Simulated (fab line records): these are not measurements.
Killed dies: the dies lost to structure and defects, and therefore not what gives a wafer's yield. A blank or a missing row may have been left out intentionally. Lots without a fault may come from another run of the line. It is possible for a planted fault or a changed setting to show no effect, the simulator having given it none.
fab line records :: flow sky130 :: part 2 of 2: steps 29 to 40 of 40
record:
  lots: 5
  wafers: 15
  lastDay: 49
route steps=708 shown CAPM@545 METAL3@555 VIA3@573
lots that met no fault: from a run of the same line without faults
startH: start of the lot's first displayed wafer, in hours after the record's first day :: waitH: time in hours since the lot's previous step :: " the same as in the row above :: L1.1+2: a row that stands for several wafers :: - no value, or no start was given :: * or withheld: withheld :: < > ~ a bound
route shown NAME@n: names a module that has steps shown in the file, with the first one's number in the route :: usual: mean/standard deviation of fault-free wafers :: same: alike in all rows :: chamber/n: place in a boat :: sites: the reading at each site :: _std_site: the standard deviation of these :: _edge_site: the outer-site mean with the inner-site mean subtracted :: radiusMm: for every site, how far away it sits from the centre of the wafer :: mask NAME#n: copy n :: behind: the last tool/chamber to shape the wafer :: hold: the reason the lot was held/the length of the hold in hours/how it ended :: device: transistor that didn't switch, given as n, p or np :: end of line: tests of these same wafers at the route's end :: a step given without rows: its recipe and nothing more :: killed: the dies lost at the first sort to structure and to defects; this is not the yield of the wafer :: map: a wafer's dies, marking killed ones x, the rest . and places with no die _
set.NAME: the run value of the setting; set.NAME@STEP: its run value at that earlier step :: model.NAME: the simulator's own value behind a step, which no gauge read
lots at selected steps of the route; one table per step, one row per wafer
services: a tool's chamber out of use, with start hour (startH, from the record's first day; less than 0 if before it), hours out, and reason
== steps ==
step: SKY_VIA3_HDPCVD_00
recipe:
  material: SiO2
  targetThkNm: 1635
  sigmaOpenFrac: 0.3
  timeS: 272.5
  tempC: 400
  sih4FlowSccm: 60
  pressureMtorr: 6
same:
  timeS: 272.5
lot.wafer: L075.1+2+3
tool: hdpcvd-02
chamber: 2,0,1
startH: 910.31
waitH: 0.0

lot.wafer: L085.3+4+5
tool: hdpcvd-01
chamber: 1,0,2
startH: 975.26
waitH: 0.0

lot.wafer: L090.2+3+4
tool: hdpcvd-02
chamber: 1,2,0
startH: 1020.10
waitH: 0.0

lot.wafer: L092.2+5+6
tool: hdpcvd-01
chamber: 0,0,2
startH: 1032.80
waitH: 0.0

lot.wafer: L094.2+3+5
tool: hdpcvd-01
chamber: 2,1,0
startH: 1035.88
waitH: 0.0
step: SKY_VIA3_THK_MEAS_01
recipe:
  reads: SiO2_of_VIA3_HDPCVD_00
usual:
  VIA3_HDPCVD_THK: 1637/18
lot.wafer: L075.1
tool: filmMetro-02
chamber: -
startH: 910.47
waitH: 0.1
VIA3_HDPCVD_THK[nm]: 1650

lot.wafer: L075.2
tool: filmMetro-02
chamber: -
startH: 910.47
waitH: 0.1
VIA3_HDPCVD_THK[nm]: 1646

lot.wafer: L075.3
tool: filmMetro-02
chamber: -
startH: 910.47
waitH: 0.1
VIA3_HDPCVD_THK[nm]: 1647

lot.wafer: L085.3
tool: filmMetro-02
chamber: -
startH: 975.45
waitH: 0.1
VIA3_HDPCVD_THK[nm]: 1622

lot.wafer: L085.4
tool: filmMetro-02
chamber: -
startH: 975.45
waitH: 0.1
VIA3_HDPCVD_THK[nm]: 1635

lot.wafer: L085.5
tool: filmMetro-02
chamber: -
startH: 975.45
waitH: 0.1
VIA3_HDPCVD_THK[nm]: 1632

lot.wafer: L090.2
tool: filmMetro-02
chamber: -
startH: 1020.28
waitH: 0.1
VIA3_HDPCVD_THK[nm]: 1650

lot.wafer: L090.3
tool: filmMetro-02
chamber: -
startH: 1020.28
waitH: 0.1
VIA3_HDPCVD_THK[nm]: 1648

lot.wafer: L090.4
tool: filmMetro-02
chamber: -
startH: 1020.28
waitH: 0.1
VIA3_HDPCVD_THK[nm]: 1647

lot.wafer: L092.2
tool: filmMetro-04
chamber: -
startH: 1033.14
waitH: 0.3
VIA3_HDPCVD_THK[nm]: 1647

lot.wafer: L092.5
tool: filmMetro-04
chamber: -
startH: 1033.14
waitH: 0.3
VIA3_HDPCVD_THK[nm]: 1639

lot.wafer: L092.6
tool: filmMetro-04
chamber: -
startH: 1033.14
waitH: 0.3
VIA3_HDPCVD_THK[nm]: 1640

lot.wafer: L094.2
tool: filmMetro-04
chamber: -
startH: 1036.05
waitH: 0.1
VIA3_HDPCVD_THK[nm]: 1638

lot.wafer: L094.3
tool: filmMetro-04
chamber: -
startH: 1036.05
waitH: 0.1
VIA3_HDPCVD_THK[nm]: 1633

lot.wafer: L094.5
tool: filmMetro-04
chamber: -
startH: 1036.05
waitH: 0.1
VIA3_HDPCVD_THK[nm]: 1622
step: SKY_VIA3_CMP_02
recipe:
  material: SiO2
  downForcePsi: 4
  platenRpm: 60
  padVelocityMS: 0.94248
usual:
  motorCurrentA: 12.7/1
  slurryFilterDpKPa: 13.48/0.12
lot.wafer: L075.2
tool: cmp-02
chamber: 0
startH: 910.58
waitH: 0.1
motorCurrentA: 10.0
slurryFilterDpKPa: 13.58

lot.wafer: L075.3
tool: cmp-02
chamber: 1
startH: 910.58
waitH: 0.1
motorCurrentA: 13.1
slurryFilterDpKPa: 13.43

lot.wafer: L075.1
tool: cmp-02
chamber: 2
startH: 910.58
waitH: 0.1
motorCurrentA: 13.3
slurryFilterDpKPa: 13.53

lot.wafer: L085.4
tool: cmp-02
chamber: 1
startH: 975.49
waitH: 0.0
motorCurrentA: 13.2
slurryFilterDpKPa: 13.48

lot.wafer: L085.3
tool: cmp-02
chamber: 0
startH: 975.49
waitH: 0.0
motorCurrentA: 10.8
slurryFilterDpKPa: 13.40

lot.wafer: L085.5
tool: cmp-02
chamber: 2
startH: 975.49
waitH: 0.0
motorCurrentA: 13.5
slurryFilterDpKPa: 13.39

lot.wafer: L090.3
tool: cmp-02
chamber: 3
startH: 1020.33
waitH: 0.0
motorCurrentA: 11.0
slurryFilterDpKPa: 13.50

lot.wafer: L090.2
tool: cmp-02
chamber: 0
startH: 1020.33
waitH: 0.0
motorCurrentA: 10.9
slurryFilterDpKPa: 13.32

lot.wafer: L090.4
tool: cmp-02
chamber: 2
startH: 1020.33
waitH: 0.0
motorCurrentA: 13.9
slurryFilterDpKPa: 13.43

lot.wafer: L092.2
tool: cmp-01
chamber: 3
startH: 1033.24
waitH: 0.1
motorCurrentA: 11.7
slurryFilterDpKPa: 13.29

lot.wafer: L092.6
tool: cmp-01
chamber: 2
startH: 1033.24
waitH: 0.1
motorCurrentA: 13.3
slurryFilterDpKPa: 13.60

lot.wafer: L092.5
tool: cmp-01
chamber: 3
startH: 1033.24
waitH: 0.1
motorCurrentA: 12.8
slurryFilterDpKPa: 13.43

lot.wafer: L094.2
tool: cmp-01
chamber: 3
startH: 1036.20
waitH: 0.1
motorCurrentA: 12.3
slurryFilterDpKPa: 13.46

lot.wafer: L094.3
tool: cmp-01
chamber: 0
startH: 1036.20
waitH: 0.1
motorCurrentA: 12.2
slurryFilterDpKPa: 13.39

lot.wafer: L094.5
tool: cmp-01
chamber: 2
startH: 1036.20
waitH: 0.1
motorCurrentA: 13.7
slurryFilterDpKPa: 13.42
step: SKY_VIA3_BOW_MEAS_03
recipe:
  mode: bow
usual:
  VIA3_BOW: 80/7.3
lot.wafer: L075.1
tool: filmMetro-04
chamber: -
startH: 910.83
waitH: 0.1
VIA3_BOW[um]: 88

lot.wafer: L075.2
tool: filmMetro-04
chamber: -
startH: 910.83
waitH: 0.1
VIA3_BOW[um]: 81

lot.wafer: L075.3
tool: filmMetro-04
chamber: -
startH: 910.83
waitH: 0.1
VIA3_BOW[um]: 91

lot.wafer: L085.3
tool: filmMetro-04
chamber: -
startH: 975.83
waitH: 0.1
VIA3_BOW[um]: 99

lot.wafer: L085.4
tool: filmMetro-04
chamber: -
startH: 975.83
waitH: 0.1
VIA3_BOW[um]: 94

lot.wafer: L085.5
tool: filmMetro-04
chamber: -
startH: 975.83
waitH: 0.1
VIA3_BOW[um]: 82

lot.wafer: L090.2
tool: filmMetro-01
chamber: -
startH: 1020.65
waitH: 0.2
VIA3_BOW[um]: 76

lot.wafer: L090.3
tool: filmMetro-01
chamber: -
startH: 1020.65
waitH: 0.2
VIA3_BOW[um]: 79

lot.wafer: L090.4
tool: filmMetro-01
chamber: -
startH: 1020.65
waitH: 0.2
VIA3_BOW[um]: 80

lot.wafer: L092.2
tool: filmMetro-02
chamber: -
startH: 1033.57
waitH: 0.3
VIA3_BOW[um]: 75

lot.wafer: L092.5
tool: filmMetro-02
chamber: -
startH: 1033.57
waitH: 0.3
VIA3_BOW[um]: 79

lot.wafer: L092.6
tool: filmMetro-02
chamber: -
startH: 1033.57
waitH: 0.3
VIA3_BOW[um]: 85

lot.wafer: L094.2
tool: filmMetro-04
chamber: -
startH: 1036.42
waitH: 0.2
VIA3_BOW[um]: 87

lot.wafer: L094.3
tool: filmMetro-04
chamber: -
startH: 1036.42
waitH: 0.2
VIA3_BOW[um]: 89

lot.wafer: L094.5
tool: filmMetro-04
chamber: -
startH: 1036.42
waitH: 0.2
VIA3_BOW[um]: 81
step: SKY_VIA3_DEHYDRATE_04
recipe:
  tempC: 200
  timeS: 60
usual:
  plateTempC: 199.99/0.15
same:
  timeS: 60
lot.wafer: L075.1
tool: lithoTrack-01
chamber: 0
startH: 922.55
waitH: 11.7
plateTempC: 200.14

lot.wafer: L075.2
tool: lithoTrack-01
chamber: 0
startH: 922.55
waitH: 11.7
plateTempC: 199.97

lot.wafer: L075.3
tool: lithoTrack-01
chamber: 0
startH: 922.55
waitH: 11.7
plateTempC: 199.91

lot.wafer: L085.3
tool: lithoTrack-03
chamber: 0
startH: 986.04
waitH: 10.2
plateTempC: 200.04

lot.wafer: L085.4
tool: lithoTrack-03
chamber: 0
startH: 986.04
waitH: 10.2
plateTempC: 200.11

lot.wafer: L085.5
tool: lithoTrack-03
chamber: 0
startH: 986.04
waitH: 10.2
plateTempC: 199.86

lot.wafer: L090.2
tool: lithoTrack-01
chamber: 0
startH: 1031.88
waitH: 11.2
plateTempC: 200.01

lot.wafer: L090.3
tool: lithoTrack-01
chamber: 0
startH: 1031.88
waitH: 11.2
plateTempC: 199.85

lot.wafer: L090.4
tool: lithoTrack-01
chamber: 0
startH: 1031.88
waitH: 11.2
plateTempC: 200.07

lot.wafer: L092.2
tool: lithoTrack-01
chamber: 0
startH: 1043.38
waitH: 9.8
plateTempC: 200.16

lot.wafer: L092.5
tool: lithoTrack-01
chamber: 0
startH: 1043.38
waitH: 9.8
plateTempC: 200.19

lot.wafer: L092.6
tool: lithoTrack-01
chamber: 0
startH: 1043.38
waitH: 9.8
plateTempC: 200.16

lot.wafer: L094.2
tool: lithoTrack-02
chamber: 0
startH: 1047.99
waitH: 11.6
plateTempC: 200.02

lot.wafer: L094.3
tool: lithoTrack-02
chamber: 0
startH: 1047.99
waitH: 11.6
plateTempC: 199.90

lot.wafer: L094.5
tool: lithoTrack-02
chamber: 0
startH: 1047.99
waitH: 11.6
plateTempC: 199.97
step: SKY_VIA3_HMDS_05
recipe:
  primeTimeS: 60
  primeTempC: 120
lot.wafer: L075.1+2+3
tool: lithoTrack-01
chamber: 0
startH: 922.70
waitH: 0.1

lot.wafer: L085.3+4+5
tool: lithoTrack-03
chamber: 0
startH: 986.19
waitH: 0.1

lot.wafer: L090.2+3+4
tool: lithoTrack-01
chamber: 0
startH: 1032.03
waitH: 0.1

lot.wafer: L092.2+5+6
tool: lithoTrack-01
chamber: 0
startH: 1043.53
waitH: 0.1

lot.wafer: L094.2+3+5
tool: lithoTrack-02
chamber: 0
startH: 1048.14
waitH: 0.1
step: SKY_VIA3_COAT_06
recipe:
  resist: BARC
  tempC: withheld
  timeS: withheld
  spinRpm: 3000
  resistThkNm: 60
lot.wafer: L075.1+2+3
tool: lithoTrack-01
chamber: 0
startH: 922.85
waitH: 0.1

lot.wafer: L085.3+4+5
tool: lithoTrack-03
chamber: 0
startH: 986.34
waitH: 0.1

lot.wafer: L090.2+3+4
tool: lithoTrack-01
chamber: 0
startH: 1032.18
waitH: 0.1

lot.wafer: L092.2+5+6
tool: lithoTrack-01
chamber: 0
startH: 1043.68
waitH: 0.1

lot.wafer: L094.2+3+5
tool: lithoTrack-02
chamber: 0
startH: 1048.29
waitH: 0.1
step: SKY_VIA3_COAT_07
recipe:
  resist: KrF-thick
  spinRpm: 3000
  resistThkNm: 450
lot.wafer: L075.1+2+3
tool: lithoTrack-01
chamber: 0
startH: -
waitH: -

lot.wafer: L085.3+4+5
tool: lithoTrack-03
chamber: 0
startH: -
waitH: -

lot.wafer: L090.2+3+4
tool: lithoTrack-01
chamber: 0
startH: -
waitH: -

lot.wafer: L092.2+5+6
tool: lithoTrack-01
chamber: 0
startH: -
waitH: -

lot.wafer: L094.2+3+5
tool: lithoTrack-02
chamber: 0
startH: -
waitH: -
step: SKY_VIA3_SOFTBAKE_08
recipe:
  tempC: 100
  timeS: 90
  resist: KrF-thick
usual:
  plateTempC: 100.00/0.14
same:
  timeS: 90
lot.wafer: L075.1
tool: lithoTrack-01
chamber: 0
startH: -
waitH: -
plateTempC: 100.09

lot.wafer: L075.2
tool: lithoTrack-01
chamber: 0
startH: -
waitH: -
plateTempC: 99.82

lot.wafer: L075.3
tool: lithoTrack-01
chamber: 0
startH: -
waitH: -
plateTempC: 99.93

lot.wafer: L085.3
tool: lithoTrack-03
chamber: 0
startH: -
waitH: -
plateTempC: 100.20

lot.wafer: L085.4
tool: lithoTrack-03
chamber: 0
startH: -
waitH: -
plateTempC: 99.84

lot.wafer: L085.5
tool: lithoTrack-03
chamber: 0
startH: -
waitH: -
plateTempC: 99.94

lot.wafer: L090.2
tool: lithoTrack-01
chamber: 0
startH: -
waitH: -
plateTempC: 99.97

lot.wafer: L090.3
tool: lithoTrack-01
chamber: 0
startH: -
waitH: -
plateTempC: 99.82

lot.wafer: L090.4
tool: lithoTrack-01
chamber: 0
startH: -
waitH: -
plateTempC: 99.91

lot.wafer: L092.2
tool: lithoTrack-01
chamber: 0
startH: -
waitH: -
plateTempC: 100.23

lot.wafer: L092.5
tool: lithoTrack-01
chamber: 0
startH: -
waitH: -
plateTempC: 100.14

lot.wafer: L092.6
tool: lithoTrack-01
chamber: 0
startH: -
waitH: -
plateTempC: 100.16

lot.wafer: L094.2
tool: lithoTrack-02
chamber: 0
startH: -
waitH: -
plateTempC: 100.11

lot.wafer: L094.3
tool: lithoTrack-02
chamber: 0
startH: -
waitH: -
plateTempC: 100.20

lot.wafer: L094.5
tool: lithoTrack-02
chamber: 0
startH: -
waitH: -
plateTempC: 99.96
step: SKY_VIA3_EXPOSE_09
recipe:
  maskId: VIM3
  na: 0.8
  sourceShape: annular
  sigmaInner: 0.55
  sigmaOuter: 0.85
  targetCdNm: 200
  doseMj: 38
usual:
  reticleTempC: 23.00/0.096
lot.wafer: L075.1
tool: krfScanner-02
chamber: 0
startH: -
waitH: -
mask: VIM3#0
reticleTempC: 23.07

lot.wafer: L075.2
tool: krfScanner-02
chamber: 0
startH: -
waitH: -
mask: VIM3#0
reticleTempC: 23.02

lot.wafer: L075.3
tool: krfScanner-02
chamber: 0
startH: -
waitH: -
mask: VIM3#0
reticleTempC: 23.02

lot.wafer: L085.3
tool: krfScanner-01
chamber: 0
startH: -
waitH: -
mask: VIM3#0
reticleTempC: 22.94

lot.wafer: L085.4
tool: krfScanner-01
chamber: 0
startH: -
waitH: -
mask: VIM3#0
reticleTempC: 23.07

lot.wafer: L085.5
tool: krfScanner-01
chamber: 0
startH: -
waitH: -
mask: VIM3#0
reticleTempC: 22.93

lot.wafer: L090.2
tool: krfScanner-01
chamber: 0
startH: -
waitH: -
mask: VIM3#0
reticleTempC: 22.97

lot.wafer: L090.3
tool: krfScanner-01
chamber: 0
startH: -
waitH: -
mask: VIM3#0
reticleTempC: 23.03

lot.wafer: L090.4
tool: krfScanner-01
chamber: 0
startH: -
waitH: -
mask: VIM3#0
reticleTempC: 23.01

lot.wafer: L092.2
tool: krfScanner-01
chamber: 0
startH: -
waitH: -
mask: VIM3#0
reticleTempC: 22.93

lot.wafer: L092.5
tool: krfScanner-01
chamber: 0
startH: -
waitH: -
mask: VIM3#0
reticleTempC: 22.88

lot.wafer: L092.6
tool: krfScanner-01
chamber: 0
startH: -
waitH: -
mask: VIM3#0
reticleTempC: 23.15

lot.wafer: L094.2
tool: krfScanner-02
chamber: 0
startH: -
waitH: -
mask: VIM3#0
reticleTempC: 22.96

lot.wafer: L094.3
tool: krfScanner-02
chamber: 0
startH: -
waitH: -
mask: VIM3#0
reticleTempC: 22.91

lot.wafer: L094.5
tool: krfScanner-02
chamber: 0
startH: -
waitH: -
mask: VIM3#0
reticleTempC: 23.02
step: SKY_VIA3_PEB_10
recipe:
  pebTempC: withheld
  pebTimeS: withheld
  resist: KrF-thick
lot.wafer: L075.1+2+3
tool: lithoTrack-02
chamber: 0
startH: -
waitH: -

lot.wafer: L085.3+4+5
tool: lithoTrack-03
chamber: 0
startH: -
waitH: -

lot.wafer: L090.2+3+4
tool: lithoTrack-02
chamber: 0
startH: -
waitH: -

lot.wafer: L092.2+5+6
tool: lithoTrack-02
chamber: 0
startH: -
waitH: -

lot.wafer: L094.2+3+5
tool: lithoTrack-03
chamber: 0
startH: -
waitH: -
step: SKY_VIA3_DEVELOP_11
recipe:
  developTimeS: 60
  resist: KrF-thick
  devTempC: 21
lot.wafer: L075.1+2+3
tool: lithoTrack-02
chamber: 0
startH: -
waitH: -

lot.wafer: L085.3+4+5
tool: lithoTrack-03
chamber: 0
startH: -
waitH: -

lot.wafer: L090.2+3+4
tool: lithoTrack-02
chamber: 0
startH: -
waitH: -

lot.wafer: L092.2+5+6
tool: lithoTrack-02
chamber: 0
startH: -
waitH: -

lot.wafer: L094.2+3+5
tool: lithoTrack-03
chamber: 0
startH: -
waitH: -
== services ==
tool: rieMetal-03
chamber: 1
startH: 847.57
hours: 4.1
kind: repair

tool: krfScanner-02
chamber: -
startH: 860.32
hours: 4.4
kind: pm

tool: krfScanner-01
chamber: -
startH: 874.66
hours: 1.3
kind: pm

tool: wetBench-04
chamber: -
startH: 880.99
hours: 1.9
kind: pm

tool: rieMetal-03
chamber: 0
startH: 891.24
hours: 5.5
kind: repair

tool: plasmaAsher-02
chamber: -
startH: 896.95
hours: 15.6
kind: pm

tool: rieMetal-02
chamber: -
startH: 899.17
hours: 2.8
kind: pm

tool: wetBench-01
chamber: -
startH: 899.73
hours: 4.4
kind: pm

tool: krfScanner-01
chamber: -
startH: 901.96
hours: 4.0
kind: pm

tool: wetBench-04
chamber: -
startH: 931.80
hours: 32.2
kind: pm

tool: krfScanner-01
chamber: -
startH: 943.33
hours: 1.0
kind: pm

tool: rieMetal-04
chamber: -
startH: 944.86
hours: 15.6
kind: pm

tool: krfScanner-01
chamber: -
startH: 950.50
hours: 0.6
kind: repair

tool: plasmaAsher-01
chamber: -
startH: 958.02
hours: 2.6
kind: repair

tool: plasmaAsher-01
chamber: -
startH: 963.67
hours: 7.7
kind: repair

tool: krfScanner-02
chamber: -
startH: 966.18
hours: 0.8
kind: pm

tool: wetBench-02
chamber: -
startH: 974.13
hours: 4.4
kind: pm

tool: krfScanner-01
chamber: -
startH: 975.88
hours: 0.8
kind: pm

tool: wetBench-04
chamber: -
startH: 991.69
hours: 1.3
kind: repair

tool: krfScanner-02
chamber: -
startH: 997.14
hours: 1.0
kind: pm

tool: krfScanner-02
chamber: -
startH: 998.14
hours: 1.3
kind: pm

tool: rieMetal-03
chamber: -
startH: 1044.60
hours: 2.8
kind: pm

tool: krfScanner-01
chamber: -
startH: 1050.56
hours: 1.3
kind: pm

tool: krfScanner-02
chamber: -
startH: 1050.68
hours: 0.1
kind: repair
